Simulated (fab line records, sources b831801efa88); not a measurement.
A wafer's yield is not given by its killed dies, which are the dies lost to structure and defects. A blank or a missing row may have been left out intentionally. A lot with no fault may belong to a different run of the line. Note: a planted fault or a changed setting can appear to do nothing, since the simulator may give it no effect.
fab line records	flow sky130
[record] lots = 4	wafers = 12	lastDay = 50
route steps=708 shown VIA3@593 METAL4@598 CAP2M@603 PAD_OPEN@708
lots that met no fault: taken from a fault-free run of the same line
startH: hours from the record's first day to the start of the lot's first wafer shown	waitH: how many hours have passed since the lot's step before this one	" unchanged from the row above	L1.1+2: a row that stands for several wafers	- value missing, or start not given	* or withheld: withheld	< > ~ a bound
route shown NAME@n: names a module that has steps shown in the file, with the first one's number in the route	usual: the fault-free wafers' mean and standard deviation	same: alike in all rows	chamber/n: place in a boat	sites: the reading at each site	_std_site: the standard deviation of these	_edge_site: inner sites' mean taken away from outer sites' mean	radiusMm: for every site, how far away it sits from the centre of the wafer	mask NAME#n: copy n	behind: the tool/chamber that last shaped the wafer	hold: the reason the lot was held/the length of the hold in hours/how it ended	device: the transistor (n, p or np) that didn't switch	end of line: at the end of the route, the tests of the same wafers	where a step has no rows: the recipe by itself	killed: the dies lost at the first sort to structure and to defects; this is not the yield of the wafer	map: a wafer's dies, x killed, . not, _ none there
set.NAME: setting as actually run; set.NAME@STEP: the setting as run at that earlier step	model.NAME: the simulator's own value behind a step, which no gauge read
lots at selected steps of the route; one table per step, one row per wafer
services: when a tool's chamber went out of use (startH, in hours from the record's first day, below 0 if earlier), for how many hours, and the reason
[[steps]]
[step SKY_VIA3_SPUTTER_20]
[recipe] material = TiN	targetThkNm = 20	chamberPressurePa = 5	powerW = 4000	timeS = 80
[step SKY_VIA3_CVD_21]
[recipe] material = W	targetThkNm = 390	timeS = 117.31	tempC = 400	pressureTorr = 40
[step SKY_VIA3_CMP_24]
[recipe] stopOn = SiO2	tOverpolishS = 20	downForcePsi = 3.5	platenRpm = 60	targetThkNm = 0	padVelocityMS = 0.94248
[step SKY_METAL4_SPUTTER_00]
[recipe] material = Ti	targetThkNm = 15	powerW = 3000	timeS = 10	chamberPressurePa = 0.4
[step SKY_METAL4_SPUTTER_01]
[recipe] material = TiN	targetThkNm = 20	powerW = 6500	timeS = 16.7	chamberPressurePa = 0.4
[step SKY_METAL4_SPUTTER_02]
[recipe] material = AlCu	targetThkNm = 735	powerW = 10600	timeS = 39.1	chamberPressurePa = 0.4
[step SKY_METAL4_SPUTTER_03]
[recipe] material = Ti	targetThkNm = 5	powerW = 3000	timeS = 3.3	chamberPressurePa = 0.4
[step SKY_METAL4_SPUTTER_04]
[recipe] material = TiN	targetThkNm = 70	powerW = 6500	timeS = 58.3	chamberPressurePa = 0.4
[step SKY_CAP2M_CVD_00]
[recipe] material = SiO2	targetThkNm = 15.5	tempC = 400	timeS = withheld	rfW = 450
[step SKY_CAP2M_SPUTTER_02]
[recipe] material = TiN	targetThkNm = 200	tempC = 300	powerW = 6500	timeS = 166.7	chamberPressurePa = 0.4
[usual] cathodeDcPowerW = 6500.1/1.1	throttleValvePct = 30.0/1.2
lot.wafer	tool	chamber	startH	waitH	cathodeDcPowerW	throttleValvePct	model.TiN_of_CAP2M_SPUTTER_02.thkNm
L911.1	pvdSputter-03	-	945.45	0.1	6501.5	30.1	202
L911.3	"	-	"	"	6501.6	30.2	200.8
L911.6	"	-	"	"	6501.9	28.9	200.3
L919.3	pvdSputter-02	-	1001.18	0.0	6500.4	28.9	197.3
L919.4	"	-	"	"	6500.4	29.5	200.1
L919.6	"	-	"	"	6500.9	30.2	199.3
L931.1	pvdSputter-03	-	1074.88	0.1	5113.5	30.3	156.9
L931.3	"	-	"	"	5111.4	28.5	157.9
L931.6	"	-	"	"	5112.4	28.5	156.9
L932.1	pvdSputter-03	-	1079.43	0.1	5113.7	30.0	159.8
L932.2	"	-	"	"	5113.6	30.1	160.6
L932.6	"	-	"	"	5111.6	30.3	156.7
[step SKY_CAP2M_RS_MEAS_03]
[recipe] thkMeasGauge = four-point-probe	reads = TiN_of_CAP2M_SPUTTER_02
[usual] CAP2M_TIN_RS = 6.89/0.08
lot.wafer	tool	chamber	startH	waitH	CAP2M_TIN_RS[ohm/sq]
L911.1	filmMetro-04	-	945.56	0.1	6.85
L911.3	"	-	"	"	6.89
L911.6	"	-	"	"	6.91
L919.3	filmMetro-01	-	1001.33	0.1	7.02
L919.4	"	-	"	"	6.93
L919.6	"	-	"	"	6.93
L931.1	filmMetro-01	-	1074.99	0.1	8.89
L931.3	"	-	"	"	8.81
L931.6	"	-	"	"	8.87
L932.1	filmMetro-02	-	1079.54	0.1	8.70
L932.2	"	-	"	"	8.64
L932.6	"	-	"	"	8.88
[step SKY_CAP2M_THK_MEAS_04]
[recipe] thkMeasGauge = xrf	reads = TiN_of_CAP2M_SPUTTER_02
[usual] CAP2M_TIN_THK = 203.4/2.5
lot.wafer	tool	chamber	startH	waitH	CAP2M_TIN_THK[nm]
L911.1	filmMetro-04	-	945.68	0.1	204.3
L911.3	"	-	"	"	202.5
L911.6	"	-	"	"	201.5
L919.3	filmMetro-01	-	1001.43	0.1	200.1
L919.4	"	-	"	"	202.7
L919.6	"	-	"	"	201.4
L931.1	filmMetro-01	-	1075.11	0.1	159.1
L931.3	"	-	"	"	161.0
L931.6	"	-	"	"	159.4
L932.1	filmMetro-02	-	1079.66	0.1	161.6
L932.2	"	-	"	"	162.5
L932.6	"	-	"	"	158.6
[step SKY_CAP2M_DEHYDRATE_05]
[recipe] tempC = 200	timeS = 60
[step SKY_CAP2M_HMDS_06]
[recipe] primeTimeS = 60	primeTempC = 120
[step SKY_CAP2M_COAT_07]
[recipe] resist = NOVOLAK	spinRpm = 3000	resistThkNm = 1140
[step SKY_CAP2M_SOFTBAKE_08]
[recipe] tempC = 90	timeS = 60	resist = NOVOLAK
[step SKY_CAP2M_EXPOSE_09]
[recipe] maskId = CAP2M	na = 0.6	sourceShape = conventional	sigmaOuter = 0.6	polarization = unpolarized	targetCdNm = 1000	doseMj = 159
[step SKY_CAP2M_PEB_10]
[recipe] tempC = withheld	timeS = *	resist = NOVOLAK
[step SKY_CAP2M_DEVELOP_11]
[recipe] resist = NOVOLAK	developer = TMAH	developTimeS = 60	devTempC = 23
[step SKY_CAP2M_METAL_ETCH_13]
[recipe] targetDepthNm = 220	stopOn = SiO2	chemistry = Cl2/BCl3	target = TiN	pressureMtorr = 10	icpW = 900	biasW = 48.5	Cl2_flow_sccm = 60	bcl3FlowSccm = 30	timeS = 62.9
[usual] chamberPressureMTorr = 10.000/0.0088	drypumpMotorCurrentA = 5.6/0.42	heBacksideLeakSccm = 3.3/0.37	oesProductAu = 0.944/0.0081	throttleValvePct = 21.899/0.0095
lot.wafer	tool	chamber	startH	waitH	chamberPressureMTorr	drypumpMotorCurrentA	heBacksideLeakSccm	oesProductAu	rfHoursCounterH	throttleValvePct
L911.1	rieMetal-04	0	970.37	0.0	10.005	5.9	3.0	0.947	12	21.886
L911.3	"	0	"	"	10.005	5.9	3.1	0.951	-	21.898
L911.6	"	0	"	"	10.001	5.9	3.1	0.945	-	21.900
L919.3	rieMetal-04	0	1024.05	0.0	10.002	5.9	3.1	0.932	-	21.901
L919.4	"	1	"	"	10.016	5.2	3.5	0.941	-	21.903
L919.6	"	1	"	"	10.002	5.2	3.5	0.942	-	21.895
L931.1	rieMetal-04	0	1095.32	0.0	9.994	5.9	3.2	0.817	20	21.974
L931.3	"	1	"	"	10.016	5.2	3.6	0.825	-	21.973
L931.6	"	0	"	"	9.998	5.9	3.2	0.808	-	21.984
L932.1	rieMetal-04	1	1100.32	0.0	10.001	5.2	3.4	0.823	2	21.974
L932.2	"	0	"	"	9.981	5.9	3.5	0.835	20	21.988
L932.6	"	0	"	"	10.007	5.9	3.2	0.818	-	21.981
[step SKY_CAP2M_STRIP_14]
[recipe] chemistry = O2/N2	powerW = 1400	pressureMtorr = 1500	platenTempC = withheld	o2FlowSccm = 3000	n2FlowSccm = 300	overashFraction = 0.5
[step SKY_CAP2M_STRIP_15]
[recipe] chemistry = postEtchResidueRemover	timeS = 1200	tempC = 72.5
[step SKY_CAP2M_CLEAN_16]
[recipe] chemistry = IPA	timeS = 180	tempC = 25
[step SKY_CAP2M_CLEAN_17]
[recipe] chemistry = O3/DIW	dry = n2Spin
[step SKY_METAL4_DEHYDRATE_05]
[recipe] tempC = 200	timeS = 60
[step SKY_METAL4_HMDS_06]
[recipe] primeTimeS = 60	primeTempC = 120
[step SKY_METAL4_COAT_07]
[recipe] resist = BARC	tempC = withheld	timeS = withheld	spinRpm = 3000	resistThkNm = 60
[step SKY_METAL4_COAT_08]
[recipe] resist = KrF-thick	spinRpm = 3000	resistThkNm = 1140
[step SKY_METAL4_SOFTBAKE_09]
[recipe] tempC = 100	timeS = 90	resist = KrF-thick
[step SKY_METAL4_EXPOSE_10]
[recipe] maskId = MM4	na = 0.68	sourceShape = annular	sigmaInner = 0.4	sigmaOuter = 0.8	targetCdNm = 300	doseMj = 28
[step SKY_METAL4_PEB_11]
[recipe] pebTempC = withheld	pebTimeS = withheld	resist = KrF-thick
[step SKY_METAL4_DEVELOP_12]
[recipe] developTimeS = 60	resist = KrF-thick	devTempC = 21
[step SKY_METAL4_DESCUM_15]
[recipe] chemistry = O2	sourcePowerW = 150	biasPowerW = 0	pressureMtorr = 10	tempC = 40	timeS = 8
[step SKY_METAL4_ETCH_16]
[recipe] chemistry = N2/H2	target = BARC	ionEnergyEv = 200	biasW = 100	pressureMtorr = 30	n2FlowSccm = 100	h2FlowSccm = 200	icpW = 500	stopOn = SiO2	timeS = 88.2	targetDepthA = 600
[step SKY_METAL4_ETCH_17]
[recipe] target = SiO2	stopOn = TiN	chemistry = C4F8/O2/Ar	sourceW = 1500	biasW = 1200	pressureMtorr = 40	c4f8FlowSccm = withheld	O2_flow_sccm = 6	Ar_flow_sccm = 300	timeS = 3.9	targetDepthA = 150
[step SKY_METAL4_METAL_ETCH_18]
[recipe] targetDepthA = 8450	stopOn = SiO2	overEtchFrac = 0.3	timeS = 183.1	chemistry = Cl2/BCl3	resistSidewallDeg = 88	pressureMtorr = 10	icpW = 900	biasW = 48.5	Cl2_flow_sccm = 60	bcl3FlowSccm = 30
[step SKY_METAL4_STRIP_20]
[recipe] chemistry = postEtchResidueRemover	timeS = 1200	tempC = 72.5
[usual] tempC = 72.52/0.13
lot.wafer	tool	chamber	startH	waitH	tempC	model.TiN_of_CAP2M_SPUTTER_02.thkNm
L911.1	wetBench-01	0	995.30	0.1	72.75	201.2
L911.3	"	0	"	"	72.71	200
L911.6	"	0	"	"	72.72	199.5
L919.3	wetBench-02	0	1048.60	0.0	72.33	196.4
L919.4	"	0	"	"	72.69	199.3
L919.6	"	0	"	"	72.59	198.4
L931.1	wetBench-02	3	1117.09	0.1	72.47	156.1
L931.3	"	3	"	"	72.42	157.1
L931.6	"	3	"	"	72.56	156.1
L932.1	wetBench-02	2	1122.82	0.1	72.41	158.9
L932.2	"	2	"	"	72.53	159.8
L932.6	"	2	"	"	72.58	155.8
[step SKY_PAD_OPEN_PROBE_99]
[usual] defectLimitedYield = 82.2/2	killed_at_M0_to_M3 = 45/7.2	killed_at_M4_up = 3.0/1.8	killedAtContacts = 25/6.1	killedAtFrontEnd = 14/4.4	killedAtOther = 0.2/0.44	killedDies = 88/10	killedOpen = 48/7.4	killedShort = 40/6.3	sort_bin_3_pad_short = 0.9/0.41	sort_bin_5_function = 10.6/1.5	sort_bin_6_memory = 6.4/1.2	sortNPass = 404/10	sortYieldPct = 82.2/2
[same] grossDies = 492	killedAtBackSide = 0	sort_bin_4_leakage[%] = 0	sort_bin_8_speed[%] = 0
lot.wafer	tool	chamber	startH	waitH	defectLimitedYield[%]	killed_at_M0_to_M3	killed_at_M4_up	killedAtContacts	killedAtFrontEnd	killedAtOther	killedDies	killedOpen	killedShort	sort_bin_3_pad_short[%]	sort_bin_5_function[%]	sort_bin_6_memory[%]	sortNPass	sortYieldPct[%]	model.etest.capMim2.plateOhmSq	model.etest.capMim2.bvV	model.etest.capMim2.leakLog10ACm2
L911.1	prober-01	-	1088.32	0.1	81.9	58	3	21	7	0	89	46	43	1.0	10.8	6.3	403	81.9	5.966	13.27	-9.138
L911.3	prober-01	-	1088.42	0.2	83.3	51	0	24	7	0	82	37	45	0.4	8.9	7.3	410	83.3	5.976	13.47	-9.027
L911.6	prober-01	-	1088.57	0.2	79.3	56	6	26	12	2	102	50	52	1.8	10.8	8.1	390	79.3	5.907	13.95	-8.93
L919.3	prober-01	-	1137.38	0.2	82.9	50	1	15	18	0	84	51	33	0.6	10.4	6.1	408	82.9	6.064	13.29	-8.873
L919.4	prober-01	-	1137.43	0.2	85.0	44	3	16	11	0	74	38	36	0.8	8.3	5.9	418	85.0	5.963	13.59	-8.807
L919.6	prober-01	-	1137.53	0.2	79.1	49	8	31	15	0	103	53	50	1.2	11.4	8.3	389	79.1	6	13.88	-8.983
L931.1	prober-01	-	1193.18	0.1	80.1	43	5	30	20	0	98	49	49	1.6	10.4	7.9	394	80.1	7.623	12.43	-8.466
L931.3	prober-01	-	1193.28	0.2	83.5	43	2	25	11	0	81	46	35	0.4	10.4	5.7	411	83.5	7.548	12.49	-8.488
L931.6	prober-01	-	1193.43	0.2	81.3	47	3	27	14	1	92	59	33	1.8	10.6	6.3	400	81.3	7.606	12.43	-8.508
L932.1	prober-01	-	1197.56	0.1	80.5	46	2	35	13	0	96	51	45	1.2	9.3	8.9	396	80.5	7.569	12.89	-8.37
L932.2	prober-01	-	1197.61	0.1	82.7	42	2	22	19	0	85	48	37	0.8	9.3	7.1	407	82.7	7.454	12.63	-8.429
L932.6	prober-01	-	1197.81	0.2	80.3	45	1	36	15	0	97	49	48	1.6	13.0	5.1	395	80.3	7.717	12.62	-8.391
// killed by level:class
L911.1 VIA1:geometricParticle:open=12 METAL2:geometricParticle:short=9 CONTACT:geometricParticle:open=8 VIA2:geometricParticle:open=8 VIA3:geometricParticle:open=7 VIA1:geometricParticle:short=6 VIA2:geometricParticle:short=6 LI_CONTACT:geometricParticle:open=4
L911.3 METAL2:geometricParticle:short=10 VIA1:geometricParticle:open=9 CONTACT:geometricParticle:open=8 LI_CONTACT:geometricParticle:open=7 VIA1:geometricParticle:short=7 METAL1:geometricParticle:short=6 VIA2:geometricParticle:open=5 CONTACT:geometricParticle:short=4
L911.6 VIA1:geometricParticle:open=14 VIA1:geometricParticle:short=10 CONTACT:geometricParticle:open=9 VIA3:geometricParticle:open=8 LOCAL_INTERCONNECT:geometricParticle:short=6 VIA2:geometricParticle:open=6 METAL1:geometricParticle:short=5 CONTACT:geometricParticle:short=5
L919.3 VIA1:geometricParticle:open=19 VIA1:geometricParticle:short=8 VIA3:geometricParticle:open=6 CONTACT:geometricParticle:open=6 METAL2:geometricParticle:short=5 POLY_GATE:geometricParticle:short=4 POLY_GATE:geometricParticle:open=4 LI_CONTACT:geometricParticle:open=4
L919.4 VIA1:geometricParticle:open=11 VIA2:geometricParticle:open=7 METAL1:geometricParticle:short=7 LOCAL_INTERCONNECT:geometricParticle:short=5 CONTACT:geometricParticle:open=5 CONTACT:geometricParticle:short=4 METAL2:geometricParticle:short=4 VIA3:geometricParticle:open=4
L919.6 VIA1:geometricParticle:open=15 CONTACT:geometricParticle:open=12 VIA2:geometricParticle:open=8 VIA1:geometricParticle:short=7 POLY_GATE:geometricParticle:short=6 LOCAL_INTERCONNECT:geometricParticle:short=6 METAL2:geometricParticle:short=6 METAL4:geometricParticle:short=6
L931.1 VIA1:geometricParticle:open=10 CONTACT:geometricParticle:open=8 FIELD_ISO:geometricParticle:open=7 VIA3:geometricParticle:open=7 LOCAL_INTERCONNECT:geometricParticle:short=6 LI_CONTACT:geometricParticle:open=6 CONTACT:geometricParticle:short=6 VIA3:geometricParticle:short=6
L931.3 VIA1:geometricParticle:open=12 CONTACT:geometricParticle:open=11 METAL1:geometricParticle:short=9 VIA2:geometricParticle:open=6 FIELD_ISO:geometricParticle:open=5 LI_CONTACT:geometricParticle:open=5 VIA1:geometricParticle:short=5 POLY_GATE:geometricParticle:short=4
L931.6 CONTACT:geometricParticle:open=11 LI_CONTACT:geometricParticle:open=9 VIA1:geometricParticle:open=9 METAL1:geometricParticle:short=8 VIA2:geometricParticle:open=8 VIA3:geometricParticle:open=6 METAL2:geometricParticle:short=6 FIELD_ISO:geometricParticle:open=5
L932.1 CONTACT:geometricParticle:open=12 METAL2:geometricParticle:short=9 VIA2:geometricParticle:open=8 CONTACT:geometricParticle:short=7 VIA1:geometricParticle:open=7 VIA3:geometricParticle:open=7 LI_CONTACT:geometricParticle:open=6 LOCAL_INTERCONNECT:geometricParticle:short=6
L932.2 VIA1:geometricParticle:open=13 VIA3:geometricParticle:open=8 LI_CONTACT:geometricParticle:open=7 POLY_GATE:geometricParticle:short=6 POLY_GATE:geometricParticle:open=6 CONTACT:geometricParticle:short=6 FIELD_ISO:geometricParticle:open=4 VIA2:geometricParticle:open=4
L932.6 CONTACT:geometricParticle:open=13 VIA1:geometricParticle:open=11 LOCAL_INTERCONNECT:geometricParticle:short=10 FIELD_ISO:geometricParticle:short=8 CONTACT:geometricParticle:short=6 VIA1:geometricParticle:short=6 VIA2:geometricParticle:open=6 VIA3:geometricParticle:short=5
[[services]]
tool	chamber	startH	hours	kind
pvdSputter-02	3	1010.31	-	consumableReplace:kit
pvdSputter-02	3	1010.31	18.0	scheduledDown
pvdSputter-02	3	1010.31	18.0	ventCycle
rieMetal-04	-	1026.06	14.6	pm
pvdSputter-03	1	1032.38	-	consumableReplace:kit
pvdSputter-03	1	1032.38	18.0	scheduledDown
pvdSputter-03	1	1032.38	18.0	ventCycle
rieMetal-04	1	1047.30	-	clean
rieMetal-04	1	1047.30	20.5	scheduledDown
rieMetal-04	1	1047.30	20.5	ventCycle
wetBench-02	-	1099.16	3.0	repair
pvdSputter-02	2	1103.00	-	consumableReplace:kit
pvdSputter-02	2	1103.00	18.0	scheduledDown
pvdSputter-02	2	1103.00	18.0	ventCycle
pvdSputter-03	-	1110.32	4.1	repair
[[key]]
[firstSign] step = SKY_CAP2M_SPUTTER_02	reading = cathodeDcPowerW	direction = down	sigmas = 99+	usual = 6500.1	struck = 5112.7
[effect] step = SKY_CAP2M_RS_MEAS_03	reading = CAP2M_TIN_RS	direction = up	sigmas = 24	usual = 6.89	struck = 8.80
[effect] step = SKY_CAP2M_THK_MEAS_04	reading = CAP2M_TIN_THK	direction = down	sigmas = 17	usual = 203.4	struck = 160.4
[effect] step = SKY_CAP2M_METAL_ETCH_13	reading = oesProductAu	direction = down	sigmas = 15	usual = 0.944	struck = 0.821
[modelEffect] step = SKY_CAP2M_SPUTTER_02	value = TiN_of_CAP2M_SPUTTER_02.thkNm	without = 200.8	struck = 158.1
[modelEffect] step = SKY_METAL4_STRIP_20	value = TiN_of_CAP2M_SPUTTER_02.thkNm	without = 200	struck = 157.3
[modelEffect] step = SKY_PAD_OPEN_PROBE_99	value = etest.capMim2.plateOhmSq	without = 5.974	struck = 7.586
metAt SKY_CAP2M_SPUTTER_02
struckWafers L931.1,L931.3,L931.6,L932.1,L932.2,L932.6
onsetBetween 945.45 1074.88
[fault] kind = processParameterDrift	tool = pvdSputter-03	chamber = -	onsetH = 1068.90	steps = SKY_CAP2M_SPUTTER_02	channel = powerW	offset = *	shape = step	endH = 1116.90	actsIn = *	stated = *
